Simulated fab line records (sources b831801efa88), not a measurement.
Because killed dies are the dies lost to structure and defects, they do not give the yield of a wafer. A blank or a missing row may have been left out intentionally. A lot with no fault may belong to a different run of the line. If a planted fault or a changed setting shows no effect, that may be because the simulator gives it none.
fab line records	flow sky130
[record] lots = 24	wafers = 72	last_day = 50
route steps=708 shown LI_CONTACT@381 CONTACT@420 METAL1@436 METAL2@500 METAL3@564
lots with no fault: from the same line, run without faults
start_h: start of the lot's first displayed wafer, in hours after the record's first day	wait_h: hours from the lot's prior step to this one	" as in the row above	L1.1+2: one row covering several wafers at once	- no value, or no start given	* or withheld: withheld	< > ~ a bound
route shown NAME@n: NAME is a module with steps in the file, n the number in the route of the first one	usual: mean and standard deviation over wafers with no fault	same: alike in all rows	chamber/n: place in a boat	sites: per-site readings	_std_site: how widely they spread, as a standard deviation	_edge_site: the outer-site mean with the inner-site mean subtracted	radius_mm: how far each site lies from the wafer's centre	mask NAME#n: copy n	behind: the tool/chamber that last shaped the wafer	hold: why the lot was held/for how many hours/how that ended	device: whichever transistor did not switch (one of n, p or np)	end of line: tests of these same wafers at the route's end	a step without rows: its recipe alone	killed: count of dies lost to structure and defects at first sort (not the wafer's yield)	map: a wafer's dies, marking killed ones x, the rest . and places with no die _
set.NAME: the setting the step ran with; set.NAME@STEP: the setting that earlier step ran with	model.NAME: the simulator's own value behind a step, which no gauge read
one table for each step of the route and one row for each wafer, over a sample of lots
services: from which hour (start_h, from the record's first day; less than 0 if before it) a tool's chamber was out of use, for how many hours, and why
[[steps]]
[step SKY_LI_CONTACT_SPUTTER_19]
[recipe] material = Ti	target_thk_nm = 20	chamber_pressure_pa = 5	power_w = 2500	substrate_temp_c = 200	time_s = 106.37
[usual] substrate_temp_c = 199.99/0.19	throttle_valve_pct = 29.9/0.74
lot.wafer	tool	chamber	start_h	wait_h	substrate_temp_c	throttle_valve_pct
L074.4	pvd_sputter-04	-	683.40	0.0	200.06	29.8
L074.5	"	-	"	"	199.92	30.3
L074.6	"	-	"	"	199.63	30.2
L075.4	pvd_sputter-04	-	686.85	0.0	199.95	30.3
L075.5	"	-	"	"	200.22	30.6
L075.6	"	-	"	"	199.71	29.6
L076.3	pvd_sputter-04	-	691.93	0.0	200.07	30.6
L076.4	"	-	"	"	199.85	30.2
L076.6	"	-	"	"	199.92	30.3
L077.1	pvd_sputter-02	-	704.38	0.0	200.17	29.6
L077.2	"	-	"	"	200.09	29.4
L077.3	"	-	"	"	199.95	28.6
L078.1	pvd_sputter-01	-	707.07	0.0	200.35	31.4
L078.2	"	-	"	"	200.49	30.2
L078.4	"	-	"	"	200.11	29.4
L079.2	pvd_sputter-04	-	712.06	0.0	200.16	29.9
L079.3	"	-	"	"	200.13	30.4
L079.6	"	-	"	"	200.11	30.2
L080.3	pvd_sputter-01	-	719.25	0.0	199.87	29.6
L080.4	"	-	"	"	200.18	31.3
L080.5	"	-	"	"	199.55	29.4
L081.1	pvd_sputter-02	-	727.48	0.0	200.13	31.0
L081.2	"	-	"	"	200.20	29.8
L081.6	"	-	"	"	200.36	30.7
L082.1	pvd_sputter-02	-	739.00	0.0	200.19	30.7
L082.3	"	-	"	"	199.77	29.9
L082.6	"	-	"	"	200.04	31.2
L083.2	pvd_sputter-01	-	742.90	0.0	199.89	28.9
L083.3	"	-	"	"	199.78	31.3
L083.6	"	-	"	"	199.76	31.3
L084.1	pvd_sputter-02	-	745.13	0.0	199.76	29.6
L084.3	"	-	"	"	200.13	31.0
L084.6	"	-	"	"	199.86	29.6
L085.1	pvd_sputter-02	-	762.81	0.0	199.90	29.5
L085.2	"	-	"	"	199.88	30.9
L085.6	"	-	"	"	199.79	28.9
L086.1	pvd_sputter-02	-	766.02	0.0	199.85	29.5
L086.3	"	-	"	"	200.11	30.7
L086.5	"	-	"	"	200.01	29.5
L087.3	pvd_sputter-04	-	773.70	0.0	200.20	30.7
L087.5	"	-	"	"	200.01	30.1
L087.6	"	-	"	"	200.22	30.6
L088.1	pvd_sputter-04	-	793.03	0.0	199.84	30.2
L088.2	"	-	"	"	200.22	30.8
L088.3	"	-	"	"	199.82	30.4
L089.2	pvd_sputter-02	-	797.18	0.0	199.88	29.7
L089.4	"	-	"	"	199.77	29.4
L089.6	"	-	"	"	200.00	30.9
L090.1	pvd_sputter-04	-	813.50	0.0	200.15	30.3
L090.5	"	-	"	"	200.06	30.1
L090.6	"	-	"	"	200.19	30.3
L091.1	pvd_sputter-02	-	818.78	0.0	199.65	28.6
L091.2	"	-	"	"	200.20	30.7
L091.5	"	-	"	"	199.60	29.6
L093.1	pvd_sputter-04	-	823.93	0.0	200.13	30.3
L093.4	"	-	"	"	199.81	30.4
L093.5	"	-	"	"	199.97	30.6
L092.1	pvd_sputter-02	-	824.60	0.0	200.32	29.7
L092.3	"	-	"	"	200.21	30.8
L092.4	"	-	"	"	200.12	28.5
L094.1	pvd_sputter-04	-	827.42	0.0	199.83	30.8
L094.4	"	-	"	"	199.92	29.7
L094.6	"	-	"	"	199.98	29.6
L095.1	pvd_sputter-02	-	854.55	0.0	200.09	28.6
L095.4	"	-	"	"	199.87	29.7
L095.5	"	-	"	"	199.86	30.9
L097.1	pvd_sputter-02	-	855.85	0.0	199.78	29.3
L097.3	"	-	"	"	199.86	28.6
L097.5	"	-	"	"	200.21	30.9
L096.3	pvd_sputter-01	-	864.28	0.0	199.88	31.4
L096.4	"	-	"	"	199.93	28.8
L096.5	"	-	"	"	200.28	29.9
[step SKY_CONTACT_CD_MEAS_14]
[recipe] target_cd_nm = 170
[usual] cd_nm = 169.2/1.8
lot.wafer	tool	chamber	start_h	wait_h	cd_nm
L074.4	cd_sem-01	-	741.14	-	169.3
L074.5	"	-	"	"	168.7
L074.6	"	-	"	"	168.2
L075.4	cd_sem-02	-	744.34	-	170.4
L075.5	"	-	"	"	171.4
L075.6	"	-	"	"	171.8
L076.3	cd_sem-01	-	747.81	-	167.9
L076.4	"	-	"	"	168.4
L076.6	"	-	"	"	168.5
L077.1	cd_sem-02	-	761.68	-	169.2
L077.2	"	-	"	"	169.4
L077.3	"	-	"	"	170.1
L078.1	cd_sem-02	-	762.83	-	166.9
L078.2	"	-	"	"	169.8
L078.4	"	-	"	"	166.6
L079.2	cd_sem-02	-	768.85	-	168.0
L079.3	"	-	"	"	166.5
L079.6	"	-	"	"	165.9
L080.3	cd_sem-02	-	774.97	-	168.9
L080.4	"	-	"	"	169.0
L080.5	"	-	"	"	167.9
L081.1	cd_sem-02	-	782.93	-	166.5
L081.2	"	-	"	"	167.5
L081.6	"	-	"	"	166.9
L082.1	cd_sem-02	-	794.59	-	168.4
L082.3	"	-	"	"	168.7
L082.6	"	-	"	"	167.9
L083.2	cd_sem-01	-	799.25	-	167.6
L083.3	"	-	"	"	167.9
L083.6	"	-	"	"	167.7
L084.1	cd_sem-02	-	801.62	-	168.0
L084.3	"	-	"	"	169.8
L084.6	"	-	"	"	170.0
L085.1	cd_sem-01	-	816.98	-	170.6
L085.2	"	-	"	"	170.2
L085.6	"	-	"	"	169.9
L086.1	cd_sem-02	-	821.19	-	170.4
L086.3	"	-	"	"	171.8
L086.5	"	-	"	"	170.7
L087.3	cd_sem-01	-	828.96	-	168.7
L087.5	"	-	"	"	168.6
L087.6	"	-	"	"	168.2
L088.1	cd_sem-02	-	847.39	-	168.3
L088.2	"	-	"	"	170.5
L088.3	"	-	"	"	171.4
L089.2	cd_sem-01	-	852.04	-	167.6
L089.4	"	-	"	"	170.5
L089.6	"	-	"	"	170.7
L090.1	cd_sem-02	-	865.87	-	168.7
L090.5	"	-	"	"	165.9
L090.6	"	-	"	"	166.1
L091.1	cd_sem-02	-	872.42	-	167.7
L091.2	"	-	"	"	168.3
L091.5	"	-	"	"	167.0
L093.1	cd_sem-01	-	878.07	-	167.4
L093.4	"	-	"	"	169.2
L093.5	"	-	"	"	169.4
L092.1	cd_sem-02	-	878.28	-	173.7
L092.3	"	-	"	"	174.9
L092.4	"	-	"	"	172.1
L094.1	cd_sem-02	-	880.77	-	172.4
L094.4	"	-	"	"	171.4
L094.6	"	-	"	"	170.9
L095.1	cd_sem-02	-	908.08	-	169.6
L095.4	"	-	"	"	169.6
L095.5	"	-	"	"	171.1
L097.1	cd_sem-02	-	909.38	-	170.3
L097.3	"	-	"	"	170.7
L097.5	"	-	"	"	169.6
L096.3	cd_sem-02	-	917.41	-	171.7
L096.4	"	-	"	"	169.9
L096.5	"	-	"	"	170.5
[step SKY_CONTACT_CMP_27]
[recipe] stop_on = SiO2	t_overpolish_s = 15	down_force_psi = 3.5	platen_rpm = 60	target_thk_nm = 0	pad_velocity_m_s = 0.94248
[usual] motor_current_A = 11.4/0.99	overpolish_run_s = 14.999/0.0086	time_to_endpoint_s = 81/3.4
lot.wafer	tool	chamber	start_h	wait_h	motor_current_A	overpolish_run_s	time_to_endpoint_s
L074.4	cmp-01	3	742.36	0.1	11.7	14.993	83
L074.5	"	2	"	"	13.3	15.004	83
L074.6	"	3	"	"	11.6	14.992	80
L075.4	cmp-02	0	745.70	0.2	9.9	15.007	75
L075.6	"	1	"	"	11.7	15.006	80
L075.5	"	2	"	"	12.3	15.000	79
L076.4	cmp-01	3	749.05	0.1	11.8	14.998	84
L076.3	"	1	"	"	12.3	14.995	88
L076.6	"	3	"	"	11.5	15.024	87
L077.1	cmp-02	0	762.92	0.1	9.9	15.001	77
L077.2	"	2	"	"	12.4	14.991	80
L077.3	"	3	"	"	10.8	14.993	77
L078.4	cmp-02	3	764.07	0.0	10.6	14.998	81
L078.2	"	0	"	"	9.5	14.992	79
L078.1	"	2	"	"	12.2	14.999	81
L079.2	cmp-01	2	770.16	0.1	13.1	14.990	80
L079.3	"	0	"	"	10.9	14.986	80
L079.6	"	1	"	"	12.0	15.002	80
L080.4	cmp-02	0	776.30	0.1	9.8	14.984	81
L080.3	"	1	"	"	12.2	15.003	78
L080.5	"	2	"	"	12.1	15.007	82
L081.2	cmp-02	0	784.24	0.1	9.7	14.991	79
L081.1	"	1	"	"	11.5	14.999	79
L081.6	"	3	"	"	10.9	15.015	78
L082.3	cmp-02	2	796.17	0.0	11.8	15.009	80
L082.1	"	3	"	"	10.2	15.000	80
L082.6	"	3	"	"	10.3	15.000	76
L083.3	cmp-02	3	800.63	0.2	10.1	15.015	82
L083.2	"	1	"	"	12.3	15.007	75
L083.6	"	0	"	"	9.7	15.008	76
L084.3	cmp-02	0	802.88	0.0	9.3	15.003	81
L084.1	"	1	"	"	12.0	14.999	79
L084.6	"	1	"	"	11.7	15.011	77
L085.1	cmp-01	1	818.27	0.1	12.3	15.002	89
L085.2	"	2	"	"	13.0	14.988	84
L085.6	"	1	"	"	12.0	15.004	81
L086.3	cmp-01	3	822.47	0.1	11.0	14.992	80
L086.1	"	0	"	"	11.4	15.012	84
L086.5	"	2	"	"	12.7	14.993	84
L087.3	cmp-01	3	830.21	0.0	11.7	14.995	77
L087.6	"	3	"	"	11.9	14.989	80
L087.5	"	0	"	"	10.7	14.998	80
L088.1	cmp-02	2	848.67	0.1	12.2	14.997	80
L088.3	"	3	"	"	10.4	15.012	88
L088.2	"	0	"	"	10.0	14.994	83
L089.2	cmp-01	0	853.30	0.1	10.6	14.991	82
L089.4	"	1	"	"	12.0	15.000	82
L089.6	"	3	"	"	11.8	14.994	79
L090.1	cmp-01	1	867.21	0.1	13.0	15.017	79
L090.6	"	3	"	"	11.6	15.000	81
L090.5	"	0	"	"	11.6	15.003	81
L091.1	cmp-02	3	873.66	0.1	10.5	15.001	84
L091.2	"	2	"	"	12.5	15.014	82
L091.5	"	0	"	"	9.5	15.008	80
L093.1	cmp-02	3	879.30	0.1	10.5	14.993	86
L093.4	"	2	"	"	12.4	15.004	87
L093.5	"	3	"	"	10.5	14.995	89
L092.3	cmp-02	1	879.60	0.1	11.5	15.001	83
L092.4	"	2	"	"	12.8	14.995	81
L092.1	"	3	"	"	10.4	14.984	80
L094.1	cmp-02	0	882.09	0.1	9.7	14.999	82
L094.4	"	2	"	"	12.1	14.990	86
L094.6	"	3	"	"	10.6	15.002	88
L095.4	cmp-01	0	909.40	0.1	11.1	15.008	77
L095.1	"	1	"	"	12.6	15.014	77
L095.5	"	3	"	"	12.1	14.985	76
L097.1	cmp-01	0	910.71	0.1	11.2	15.008	81
L097.3	"	1	"	"	11.8	14.986	81
L097.5	"	3	"	"	11.3	15.001	77
L096.3	cmp-02	1	918.65	0.1	11.4	15.010	86
L096.4	"	2	"	"	12.0	14.994	84
L096.5	"	1	"	"	11.5	14.998	82
[step SKY_METAL1_SPUTTER_02]
[recipe] material = AlCu	target_thk_nm = 250	power_w = 10600	time_s = 13.3	chamber_pressure_pa = 0.4
[usual] throttle_valve_pct = 30.2/1.4
lot.wafer	tool	chamber	start_h	wait_h	throttle_valve_pct
L074.4	pvd_sputter-04	-	742.65	0.0	29.7
L074.5	"	-	"	"	30.1
L074.6	"	-	"	"	31.0
L075.4	pvd_sputter-04	-	745.90	0.0	30.2
L075.5	"	-	"	"	30.1
L075.6	"	-	"	"	30.4
L076.3	pvd_sputter-01	-	749.35	0.0	28.9
L076.4	"	-	"	"	29.8
L076.6	"	-	"	"	29.7
L077.1	pvd_sputter-03	-	763.26	0.0	30.4
L077.2	"	-	"	"	33.0
L077.3	"	-	"	"	28.2
L078.1	pvd_sputter-03	-	764.42	0.0	28.1
L078.2	"	-	"	"	30.8
L078.4	"	-	"	"	28.6
L079.2	pvd_sputter-03	-	770.46	0.0	33.1
L079.3	"	-	"	"	30.4
L079.6	"	-	"	"	28.6
L080.3	pvd_sputter-04	-	776.54	0.0	29.7
L080.4	"	-	"	"	30.3
L080.5	"	-	"	"	30.4
L081.1	pvd_sputter-04	-	784.54	0.0	30.7
L081.2	"	-	"	"	30.6
L081.6	"	-	"	"	29.9
L082.1	pvd_sputter-03	-	796.51	0.0	32.9
L082.3	"	-	"	"	28.7
L082.6	"	-	"	"	28.3
L083.2	pvd_sputter-03	-	800.98	0.0	33.1
L083.3	"	-	"	"	30.4
L083.6	"	-	"	"	28.6
L084.1	pvd_sputter-04	-	803.23	0.0	30.4
L084.3	"	-	"	"	30.0
L084.6	"	-	"	"	30.7
L085.1	pvd_sputter-04	-	818.62	0.0	30.2
L085.2	"	-	"	"	30.7
L085.6	"	-	"	"	30.6
L086.1	pvd_sputter-04	-	822.77	0.0	31.0
L086.3	"	-	"	"	30.0
L086.5	"	-	"	"	30.1
L087.3	pvd_sputter-03	-	830.56	0.0	30.6
L087.5	"	-	"	"	33.0
L087.6	"	-	"	"	28.2
L088.1	pvd_sputter-03	-	848.97	0.0	28.6
L088.2	"	-	"	"	28.2
L088.3	"	-	"	"	30.3
L089.2	pvd_sputter-03	-	853.60	0.0	33.4
L089.4	"	-	"	"	30.7
L089.6	"	-	"	"	33.0
L090.1	pvd_sputter-03	-	867.45	0.0	33.2
L090.5	"	-	"	"	30.5
L090.6	"	-	"	"	28.6
L091.1	pvd_sputter-04	-	874.00	0.0	30.3
L091.2	"	-	"	"	30.1
L091.5	"	-	"	"	30.1
L093.1	pvd_sputter-03	-	879.65	0.0	28.6
L093.4	"	-	"	"	33.0
L093.5	"	-	"	"	32.9
L092.1	pvd_sputter-04	-	879.95	0.0	30.2
L092.3	"	-	"	"	29.9
L092.4	"	-	"	"	30.1
L094.1	pvd_sputter-01	-	882.39	0.0	31.3
L094.4	"	-	"	"	31.7
L094.6	"	-	"	"	29.1
L095.1	pvd_sputter-04	-	909.70	0.0	30.4
L095.4	"	-	"	"	29.9
L095.5	"	-	"	"	30.6
L097.1	pvd_sputter-04	-	910.96	0.0	30.3
L097.3	"	-	"	"	30.5
L097.5	"	-	"	"	30.7
L096.3	pvd_sputter-03	-	918.95	0.0	33.0
L096.4	"	-	"	"	28.4
L096.5	"	-	"	"	28.8
[step SKY_METAL2_DESCUM_17]
[recipe] chemistry = O2	source_power_w = 150	bias_power_w = 0	pressure_mtorr = 10	temp_c = 40	time_s = 8
[usual] drypump_motor_current_A = 5.8/0.45	oes_product_au = 1.000/0.0077	temp_c = 40.00/0.1
lot.wafer	tool	chamber	start_h	wait_h	drypump_motor_current_A	oes_product_au	rf_hours_counter_h	temp_c
L074.4	rie_metal-01	0	826.07	0.0	5.4	1.010	-	39.97
L074.5	"	0	"	"	5.4	0.999	-	40.01
L074.6	"	1	"	"	5.3	1.012	-	40.21
L075.4	rie_metal-04	1	829.59	0.0	6.0	1.001	-	40.03
L075.5	"	1	"	"	6.0	0.999	-	40.18
L075.6	"	1	"	"	6.0	1.011	-	39.96
L076.3	rie_metal-03	1	831.32	0.0	6.4	1.005	-	39.88
L076.4	"	0	"	"	5.4	0.987	-	39.99
L076.6	"	0	"	"	5.4	0.995	-	39.92
L077.1	rie_metal-03	1	843.69	0.0	6.4	1.000	8	39.89
L077.2	"	0	"	"	5.5	1.000	13	40.00
L077.3	"	0	"	"	5.4	1.000	-	40.08
L078.1	rie_metal-01	0	846.51	0.0	5.4	1.009	14	39.85
L078.2	"	1	"	"	5.3	1.003	8	39.95
L078.4	"	1	"	"	5.3	1.009	-	40.05
L079.2	rie_metal-04	0	852.60	0.0	6.3	1.008	-	40.04
L079.3	"	0	"	"	6.3	0.992	-	40.08
L079.6	"	0	"	"	6.3	0.998	-	40.01
L080.3	rie_metal-01	0	858.29	0.0	5.4	0.993	-	39.96
L080.4	"	1	"	"	5.3	0.991	-	40.14
L080.5	"	1	"	"	5.3	0.997	-	40.16
L081.1	rie_metal-04	0	864.79	0.0	6.4	0.992	8	39.96
L081.2	"	0	"	"	6.3	1.003	-	39.87
L081.6	"	0	"	"	6.3	1.008	-	39.91
L082.1	rie_metal-04	0	878.57	0.0	6.3	1.004	8	40.07
L082.3	"	0	"	"	6.3	1.004	-	40.18
L082.6	"	1	"	"	6.0	1.006	-	39.82
L083.2	rie_metal-01	0	882.26	0.0	5.4	1.006	15	40.14
L083.3	"	1	"	"	5.3	1.005	-	39.95
L083.6	"	1	"	"	5.3	1.009	-	39.97
L084.1	rie_metal-04	0	884.49	0.0	6.3	1.007	9	40.00
L084.3	"	0	"	"	6.4	1.004	-	39.95
L084.6	"	1	"	"	6.0	0.998	-	40.04
L085.1	rie_metal-04	0	898.08	0.0	6.4	1.013	9	39.95
L085.2	"	1	"	"	6.0	1.015	1	40.07
L085.6	"	1	"	"	6.0	1.003	-	39.89
L086.1	rie_metal-01	1	903.29	0.0	5.3	0.983	10	39.94
L086.3	"	0	"	"	5.4	0.992	-	39.86
L086.5	"	0	"	"	5.4	0.992	-	40.03
L087.3	rie_metal-03	1	910.49	0.0	6.3	0.987	-	39.90
L087.5	"	0	"	"	5.4	0.989	-	40.11
L087.6	"	1	"	"	6.3	0.989	-	40.09
L088.1	rie_metal-01	1	928.03	0.0	5.3	1.015	12	39.95
L088.2	"	1	"	"	5.3	1.019	-	40.03
L088.3	"	1	"	"	5.3	1.013	-	40.07
L089.2	rie_metal-01	1	932.64	0.0	5.3	1.002	12	39.83
L089.4	"	1	"	"	5.3	1.000	-	39.92
L089.6	"	1	"	"	5.3	1.008	-	39.96
L090.1	rie_metal-03	0	945.14	0.0	5.4	1.002	18	39.91
L090.5	"	1	"	"	6.4	1.010	-	39.92
L090.6	"	0	"	"	5.4	1.004	-	40.01
L091.1	rie_metal-03	0	953.53	0.0	5.5	0.994	18	39.95
L091.2	"	1	"	"	6.4	1.008	13	39.88
L091.5	"	0	"	"	5.5	0.991	-	39.86
L093.1	rie_metal-01	0	956.68	0.0	5.4	0.991	1	40.14
L093.4	"	1	"	"	5.3	0.993	-	39.96
L093.5	"	0	"	"	5.4	0.995	-	39.99
L092.1	rie_metal-03	1	957.03	0.0	6.3	1.004	14	40.03
L092.3	"	1	"	"	6.4	1.001	-	40.11
L092.4	"	0	"	"	5.5	0.996	-	39.83
L094.1	rie_metal-01	1	960.21	0.0	5.3	0.995	14	39.88
L094.4	"	1	"	"	5.3	0.991	-	39.90
L094.6	"	1	"	"	5.3	0.997	-	39.86
L095.1	rie_metal-04	0	986.26	0.0	6.3	1.009	13	40.09
L095.4	"	1	"	"	6.0	0.998	-	39.99
L095.5	"	1	"	"	6.0	1.002	-	39.98
L097.1	rie_metal-01	0	986.76	0.0	5.5	0.989	3	40.24
L097.3	"	1	"	"	5.3	0.992	-	39.80
L097.5	"	1	"	"	5.3	0.979	-	40.03
L096.3	rie_metal-03	0	993.74	0.0	5.5	0.997	-	39.94
L096.4	"	1	"	"	6.4	1.003	-	39.96
L096.5	"	0	"	"	5.5	0.995	-	39.86
[step SKY_METAL3_OVL_MEAS_14]
[usual] METAL3_OVL = 0/5.2
lot.wafer	tool	chamber	start_h	wait_h	METAL3_OVL[nm]
L074.4	overlay-01	-	907.22	0.1	1
L074.5	"	-	"	"	-1
L074.6	"	-	"	"	0
L075.4	overlay-02	-	909.34	0.1	7
L075.5	"	-	"	"	1
L075.6	"	-	"	"	2
L076.3	overlay-01	-	912.71	0.1	-3
L076.4	"	-	"	"	2
L076.6	"	-	"	"	-5
L077.1	overlay-02	-	921.40	0.1	0
L077.2	"	-	"	"	9
L077.3	"	-	"	"	-1
L078.1	overlay-02	-	926.25	0.1	-6
L078.2	"	-	"	"	-1
L078.4	"	-	"	"	0
L079.2	overlay-02	-	932.26	0.1	-9
L079.3	"	-	"	"	-13
L079.6	"	-	"	"	-10
L080.3	overlay-01	-	936.72	0.1	4
L080.4	"	-	"	"	-6
L080.5	"	-	"	"	-6
L081.1	overlay-02	-	943.17	0.1	-6
L081.2	"	-	"	"	0
L081.6	"	-	"	"	-4
L082.1	overlay-02	-	956.26	0.1	1
L082.3	"	-	"	"	5
L082.6	"	-	"	"	9
L083.2	overlay-01	-	959.83	0.1	9
L083.3	"	-	"	"	3
L083.6	"	-	"	"	3
L084.1	overlay-01	-	962.71	0.1	-1
L084.3	"	-	"	"	6
L084.6	"	-	"	"	7
L085.1	overlay-01	-	974.31	0.1	0
L085.2	"	-	"	"	-3
L085.6	"	-	"	"	-1
L086.1	overlay-01	-	985.40	0.1	0
L086.3	"	-	"	"	4
L086.5	"	-	"	"	7
L087.3	overlay-02	-	987.08	0.1	-2
L087.5	"	-	"	"	-5
L087.6	"	-	"	"	-4
L088.1	overlay-01	-	1004.40	0.1	3
L088.2	"	-	"	"	-2
L088.3	"	-	"	"	3
L089.2	overlay-02	-	1008.01	0.1	-6
L089.4	"	-	"	"	-13
L089.6	"	-	"	"	-1
L090.1	overlay-02	-	1018.91	0.1	-6
L090.5	"	-	"	"	-4
L090.6	"	-	"	"	-1
L091.1	overlay-02	-	1028.87	0.1	7
L091.2	"	-	"	"	9
L091.5	"	-	"	"	10
L093.1	overlay-02	-	1030.80	0.1	0
L093.4	"	-	"	"	5
L093.5	"	-	"	"	-3
L092.1	overlay-02	-	1031.85	0.1	-2
L092.3	"	-	"	"	-5
L092.4	"	-	"	"	2
L094.1	overlay-02	-	1034.92	0.1	-3
L094.4	"	-	"	"	-4
L094.6	"	-	"	"	-5
L095.1	overlay-01	-	1058.76	0.1	0
L095.4	"	-	"	"	-1
L095.5	"	-	"	"	-10
L097.1	overlay-02	-	1059.81	0.1	1
L097.3	"	-	"	"	7
L097.5	"	-	"	"	3
L096.3	overlay-01	-	1063.78	0.1	7
L096.4	"	-	"	"	5
L096.5	"	-	"	"	0
[[services]]
tool	chamber	start_h	hours	kind
rie_metal-01	-	659.47	2.8	pm
pvd_sputter-02	-	660.28	1.9	repair
pvd_sputter-02	-	686.09	2.0	repair
rie_metal-01	-	690.35	0.3	repair
cmp-02	-	691.23	1.5	repair
pvd_sputter-04	-	692.16	5.4	repair
cmp-01	-	704.83	1.7	repair
cmp-01	-	711.12	0.5	repair
cmp-02	-	723.58	0.4	repair
cmp-02	-	729.09	0.8	repair
cmp-01	-	744.24	4.0	pm
pvd_sputter-04	-	747.59	2.7	repair
cmp-02	-	769.08	4.0	repair
pvd_sputter-02	-	791.30	2.0	repair
pvd_sputter-03	-	791.32	2.4	repair
cmp-02	-	803.72	0.6	repair
rie_metal-01	-	854.11	0.7	repair
pvd_sputter-03	-	855.91	0.9	repair
pvd_sputter-04	-	889.97	1.9	repair
pvd_sputter-02	-	899.78	9.3	repair
rie_metal-01	0	905.86	4.1	repair
cmp-02	-	912.02	4.0	pm
pvd_sputter-04	-	950.55	2.1	repair
cmp-02	-	952.55	3.2	repair
[[key]]
fault none
